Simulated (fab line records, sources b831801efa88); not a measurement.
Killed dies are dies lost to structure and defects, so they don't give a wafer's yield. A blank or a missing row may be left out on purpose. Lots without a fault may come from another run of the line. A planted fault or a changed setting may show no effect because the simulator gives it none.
Which tool did it? | flow gf180mcu | 24 lots, 72 wafers sampled, at 5 steps of a route of 602

WHAT THE GAUGES READ, wafer by wafer
GF_HV_LDD_OVL_MEAS_32.
lot  | measured     | on         | HV_LDD_02_OVL (nm)
L074 | day 11 11:23 | overlay-01 | -1.5 -3.1 -2.3
L075 | day 11 20:38 | overlay-01 | 0.8 0.1 -0.1
L076 | day 12 04:23 | overlay-02 | 0.7 0.9 0.5
L077 | day 12 13:59 | overlay-01 | -1.0 -0.9 1.0
L078 | day 12 22:51 | overlay-01 | -0.6 -1.3 -1.5
L079 | day 13 03:27 | overlay-01 | 0.0 -1.2 -1.3
L080 | day 13 13:45 | overlay-02 | 0.2 2.0 1.1
L081 | day 13 21:52 | overlay-02 | 0.6 -0.1 -0.9
L082 | day 14 03:56 | overlay-01 | 0.8 -2.0 -2.6
L083 | day 14 13:50 | overlay-02 | -2.6 -2.3 -3.8
L084 | day 14 19:41 | overlay-02 | -0.6 -2.4 -0.5
L085 | day 14 22:29 | overlay-02 | 0.0 -0.5 -0.3
L086 | day 15 09:10 | overlay-01 | -1.0 -1.7 -0.5
L087 | day 15 15:21 | overlay-01 | -1.3 0.4 -0.6
L088 | day 16 13:59 | overlay-02 | -0.7 0.0 -1.5
L089 | day 16 18:44 | overlay-02 | 0.5 -1.8 0.5
L090 | day 16 21:25 | overlay-01 | -0.3 -0.9 -3.5
L091 | day 17 02:11 | overlay-02 | -0.2 -0.9 -0.2
L092 | day 17 15:17 | overlay-01 | -1.8 -1.5 -1.2
L093 | day 18 01:27 | overlay-02 | -1.0 -1.9 -2.1
L094 | day 18 02:39 | overlay-01 | -3.5 -3.8 -4.7
L095 | day 18 16:49 | overlay-02 | -1.7 -1.3 -2.5
L096 | day 18 18:04 | overlay-01 | -2.3 -2.9 -3.0
L097 | day 19 01:32 | overlay-01 | -1.8 -0.5 -2.8

GF_SAB_OVL_MEAS_10.
lot  | measured     | on         | SAB_OVL (nm)
L074 | day 14 23:44 | overlay-02 | 0.5 1.0 -1.1
L075 | day 15 12:32 | overlay-02 | 0.3 2.4 1.5
L076 | day 15 21:02 | overlay-02 | 1.5 0.5 -0.3
L077 | day 16 04:57 | overlay-01 | -0.1 -3.7 -1.0
L078 | day 16 16:12 | overlay-02 | -0.2 -0.4 0.8
L079 | day 17 00:21 | overlay-01 | -1.0 0.5 0.3
L080 | day 17 08:39 | overlay-02 | -1.9 -2.0 -1.1
L081 | day 17 18:48 | overlay-02 | -1.5 0.3 -1.9
L082 | day 18 00:54 | overlay-02 | -1.5 0.3 -1.1
L083 | day 18 16:23 | overlay-01 | 1.0 -0.4 -1.8
L084 | day 18 18:42 | overlay-01 | -0.3 1.1 -1.4
L085 | day 18 21:19 | overlay-01 | -3.2 -1.0 -3.3
L086 | day 19 10:39 | overlay-01 | -3.0 -2.6 -1.9
L087 | day 19 22:03 | overlay-02 | -2.9 -2.2 -3.3
L088 | day 20 18:46 | overlay-02 | -1.1 -2.6 -2.2
L089 | day 20 23:06 | overlay-02 | -0.9 -2.0 -3.4
L090 | day 21 01:18 | overlay-02 | -2.6 -1.0 -1.4
L091 | day 21 07:02 | overlay-02 | 0.0 0.6 2.0
L092 | day 21 18:51 | overlay-02 | -1.0 -3.5 -1.1
L093 | day 22 08:57 | overlay-02 | -0.6 2.0 0.6
L094 | day 22 08:22 | overlay-02 | 0.9 0.3 -2.4
L095 | day 22 22:38 | overlay-02 | -2.2 -1.1 0.0
L096 | day 22 23:20 | overlay-02 | 0.1 0.1 1.1
L097 | day 23 03:53 | overlay-01 | -0.8 -0.9 -0.7

GF_V3_THK_MEAS_01.
lot  | measured     | on            | V3_CVD_00_THK (nm)
L074 | day 21 05:14 | film_metro-04 | 571 577 565
L075 | day 21 19:35 | film_metro-02 | 579 579 560
L076 | day 22 04:41 | film_metro-04 | 579 586 574
L077 | day 22 12:53 | film_metro-03 | 570 565 562
L078 | day 23 00:28 | film_metro-03 | 578 575 574
L079 | day 23 10:14 | film_metro-04 | 570 576 573
L080 | day 23 17:23 | film_metro-02 | 577 569 574
L081 | day 24 03:37 | film_metro-04 | 566 576 580
L082 | day 24 07:54 | film_metro-04 | 570 559 564
L083 | day 24 23:38 | film_metro-04 | 576 567 568
L084 | day 25 00:49 | film_metro-03 | 579 578 582
L085 | day 25 04:43 | film_metro-02 | 573 577 576
L086 | day 25 15:14 | film_metro-03 | 572 573 576
L087 | day 26 01:54 | film_metro-02 | 571 574 570
L088 | day 26 19:04 | film_metro-04 | 569 574 571
L089 | day 26 23:05 | film_metro-04 | 570 569 570
L090 | day 27 01:11 | film_metro-04 | 581 569 567
L091 | day 27 05:47 | film_metro-04 | 570 563 571
L092 | day 27 15:44 | film_metro-02 | 578 570 576
L093 | day 28 04:38 | film_metro-02 | 568 574 570
L094 | day 28 02:32 | film_metro-04 | 576 577 574
L095 | day 28 14:37 | film_metro-04 | 585 583 573
L096 | day 28 15:52 | film_metro-04 | 568 563 573
L097 | day 28 18:49 | film_metro-04 | 577 569 572

WHICH TOOL RAN EACH LOT (tool, then ch and the chambers of the sampled wafers, then the start)
lot  | GF_V1_STRIP_18                       | GF_M3_METAL_ETCH_16
L074 | plasma_asher-02 ch 0,1, day 17 23:11 | rie_metal-03 ch 0,1, day 21 04:28
L075 | plasma_asher-02 ch 0,1, day 18 13:59 | rie_metal-04 ch 1, day 21 18:46
L076 | plasma_asher-01 ch 0, day 18 22:28   | rie_metal-01 ch 0,1, day 22 03:58
L077 | plasma_asher-01 ch 0,1, day 19 07:29 | rie_metal-03 ch 0,1, day 22 12:10
L078 | plasma_asher-02 ch 0,1, day 19 19:47 | rie_metal-03 ch 0,1, day 22 23:43
L079 | plasma_asher-01 ch 0,1, day 20 06:18 | rie_metal-01 ch 0,1, day 23 09:31
L080 | plasma_asher-02 ch 0,1, day 20 13:13 | rie_metal-01 ch 0,1, day 23 16:37
L081 | plasma_asher-01 ch 0,1, day 21 01:14 | rie_metal-04 ch 0,1, day 24 02:52
L082 | plasma_asher-02 ch 0,1, day 21 06:04 | rie_metal-03 ch 0,1, day 24 07:11
L083 | plasma_asher-01 ch 0,1, day 21 21:37 | rie_metal-04 ch 0, day 24 22:44
L084 | plasma_asher-01 ch 0,1, day 22 00:01 | rie_metal-03 ch 0,1, day 25 00:02
L085 | plasma_asher-03 ch 0,1, day 22 03:46 | rie_metal-04 ch 0, day 25 03:54
L086 | plasma_asher-01 ch 0,1, day 22 14:42 | rie_metal-04 ch 0, day 25 14:22
L087 | plasma_asher-01 ch 0,1, day 23 01:30 | rie_metal-03 ch 0,1, day 26 01:09
L088 | plasma_asher-03 ch 0,1, day 23 19:56 | rie_metal-03 ch 0,1, day 26 16:52
L089 | plasma_asher-01 ch 0,1, day 24 00:59 | rie_metal-04 ch 1, day 26 22:22
L090 | plasma_asher-01 ch 0,1, day 24 03:19 | rie_metal-01 ch 0, day 27 00:22
L091 | plasma_asher-02 ch 0,1, day 24 09:10 | rie_metal-04 ch 0,1, day 27 05:02
L092 | plasma_asher-03 ch 0,1, day 24 20:35 | rie_metal-03 ch 0,1, day 27 15:01
L093 | plasma_asher-01 ch 0,1, day 25 09:22 | rie_metal-04 ch 0,1, day 28 03:53
L094 | plasma_asher-02 ch 0,1, day 25 08:20 | rie_metal-03 ch 0,1, day 28 01:49
L095 | plasma_asher-01 ch 0,1, day 25 21:01 | rie_metal-04 ch 0,1, day 28 13:55
L096 | plasma_asher-02 ch 0,1, day 25 22:27 | rie_metal-04 ch 0,1, day 28 15:10
L097 | plasma_asher-02 ch 0,1, day 26 01:37 | rie_metal-03 ch 0,1, day 28 18:07
- GF_V1_STRIP_18: strips in O2/N2.
- GF_M3_METAL_ETCH_16: etches the open film in Cl2/BCl3, stops on SiO2, target depth 627.5 nm, time 104.6 s.

WHAT THE TOOLS THEMSELVES READ (means of the sampled wafers that have a number; where no wafer has one, the mark that the record gives instead)
GF_V1_STRIP_18.
lot  | tool            | drypump_motor_current_A (A) | heater_power_w (W) | oes_product_au (a.u.)
L074 | plasma_asher-02 | 5.1                         | 331                | 0.591
L075 | plasma_asher-02 | 5.2                         | 312                | 0.592
L076 | plasma_asher-01 | 5.2                         | 322                | 0.591
L077 | plasma_asher-01 | 5.8                         | 307                | 0.590
L078 | plasma_asher-02 | 5.1                         | 330                | 0.589
L079 | plasma_asher-01 | 5.5                         | 318                | 0.588
L080 | plasma_asher-02 | 5.3                         | 309                | 0.596
L081 | plasma_asher-01 | 5.5                         | 320                | 0.592
L082 | plasma_asher-02 | 5.3                         | 309                | 0.593
L083 | plasma_asher-01 | 5.5                         | 317                | 0.593
L084 | plasma_asher-01 | 5.8                         | 308                | 0.588
L085 | plasma_asher-03 | 5.5                         | 333                | 0.589
L086 | plasma_asher-01 | 5.5                         | 318                | 0.591
L087 | plasma_asher-01 | 5.5                         | 320                | 0.591
L088 | plasma_asher-03 | 5.5                         | 333                | 0.585
L089 | plasma_asher-01 | 5.5                         | 319                | 0.585
L090 | plasma_asher-01 | 5.8                         | 312                | 0.591
L091 | plasma_asher-02 | 5.1                         | 340                | 0.593
L092 | plasma_asher-03 | 5.3                         | 339                | 0.587
L093 | plasma_asher-01 | 5.5                         | 317                | 0.588
L094 | plasma_asher-02 | 5.1                         | 330                | 0.588
L095 | plasma_asher-01 | 5.5                         | 318                | 0.590
L096 | plasma_asher-02 | 5.1                         | 332                | 0.590
L097 | plasma_asher-02 | 5.1                         | 337                | 0.591

GF_M3_METAL_ETCH_16.
lot  | tool         | bcl3_flow_sccm (sccm) | drypump_motor_current_A (A) | oes_product_au (a.u.) | throttle_valve_pct (%)
L074 | rie_metal-03 | 39.95                 | 5.5                         | 0.978                 | 28.245
L075 | rie_metal-04 | 40.02                 | 5.0                         | 0.968                 | 28.247
L076 | rie_metal-01 | 39.97                 | 6.2                         | 0.967                 | 28.253
L077 | rie_metal-03 | 39.95                 | 5.7                         | 0.957                 | 28.254
L078 | rie_metal-03 | 40.20                 | 5.5                         | 0.973                 | 28.246
L079 | rie_metal-01 | 40.05                 | 6.2                         | 0.981                 | 28.254
L080 | rie_metal-01 | 39.90                 | 6.2                         | 0.969                 | 28.250
L081 | rie_metal-04 | 39.91                 | 5.4                         | 0.973                 | 28.243
L082 | rie_metal-03 | 39.95                 | 5.7                         | 0.964                 | 28.258
L083 | rie_metal-04 | 40.04                 | 5.6                         | 0.973                 | 28.250
L084 | rie_metal-03 | 40.01                 | 5.7                         | 0.979                 | 28.250
L085 | rie_metal-04 | 40.12                 | 5.6                         | 0.963                 | 28.259
L086 | rie_metal-04 | 39.98                 | 5.6                         | 0.973                 | 28.249
L087 | rie_metal-03 | 40.04                 | 5.7                         | 0.965                 | 28.259
L088 | rie_metal-03 | 40.03                 | 5.5                         | 0.968                 | 28.256
L089 | rie_metal-04 | 39.93                 | 5.0                         | 0.968                 | 28.255
L090 | rie_metal-01 | 39.93                 | 6.4                         | 0.977                 | 28.245
L091 | rie_metal-04 | 40.09                 | 5.2                         | 0.978                 | 28.243
L092 | rie_metal-03 | 40.06                 | 5.7                         | 0.977                 | 28.249
L093 | rie_metal-04 | 40.00                 | 5.4                         | 0.975                 | 28.250
L094 | rie_metal-03 | 40.03                 | 5.5                         | 0.978                 | 28.245
L095 | rie_metal-04 | 40.00                 | 5.4                         | 0.977                 | 28.248
L096 | rie_metal-04 | 40.09                 | 5.2                         | 0.970                 | 28.245
L097 | rie_metal-03 | 39.94                 | 5.7                         | 0.976                 | 28.244

THE ANSWER, worked out from the rows above alone
Rule: what is usual is taken from the lots themselves. Put in order of their means at a reading, lots are off if they are a third of the lots or fewer, leave a main group of 4 or more, and stand apart from it by a gap of 3 or more times the standard deviation of the main group's means; of several such gaps the widest counts. A main group whose means are all the same, to the digits that the tables above print for the reading, isn't used. A lot without any number at a reading at which 4 lots or more have one is off too. The other lots that the step has rows for count as sound. The gauges are gone through in route order, then the tools' own readings, and for those a lot's mean is taken as printed above. The first step at which some lot is off is used, and at that step the reading that is off furthest; a lot without a number counts as furthest.
No lot is off at any reading shown: from this, nothing can be told.

WHAT THE SIMULATOR HAD PUT IN
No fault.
